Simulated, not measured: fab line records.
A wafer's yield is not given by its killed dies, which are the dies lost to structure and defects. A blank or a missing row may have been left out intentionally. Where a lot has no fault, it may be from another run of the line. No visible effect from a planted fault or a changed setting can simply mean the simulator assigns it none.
Matching of chambers | flow gf180mcu | GF_STI_CMP_25 on cmp-02 has 4 sister chambers
The step polishes, stops on Si3N4, t overpolish 33 s, target thk 524.6 nm. 4 wafers are shown with their chamber, then 8 later ones without.

== WAFERS WITH THEIR CHAMBER ==
wafer  | chamber | motor-current-A (A)
L276.5 | 2       | 13.1
L279.2 | 1       | 16.0
L279.3 | 0       | 12.1
L280.1 | 3       | 10.5

== WAFERS WITH NO CHAMBER GIVEN ==
wafer  | motor-current-A (A)
L280.3 | 16.5
L280.6 | 10.3
L286.1 | 13.5
L286.3 | 12.2
L286.5 | 16.3
L295.1 | 12.5
L295.2 | 15.7
L295.6 | 12.7

== CHAMBER TAKEN BY EACH ==
wafer  | from the rows above     | in truth
L280.3 | 1                       | 1
L280.6 | 3                       | 3
L286.1 | 2                       | 2
L286.3 | 0                       | 0
L286.5 | 1                       | 1
L295.1 | can't be placed: 0 or 2 | 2
L295.2 | 1                       | 1
L295.6 | can't be placed: 2 or 0 | 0
6 of 8 placed correctly. These rows do not allow placing 2 (true chamber among the candidates in 2). Placed wrongly: 0.
How it was worked out, from the rows above alone: a wafer's distance from a chamber is the root of the sum, over the readings, of the square of ((its reading less the chamber's mean) divided by the reading's scatter). The wafer belongs to the nearest chamber; if the next one is less than 2 further off, it can't be placed. Each chamber's mean is taken over the wafers shown for it. The scatter: with one shown wafer a chamber, the root of the mean of the squares of how far each hidden wafer lies from its nearest shown one.
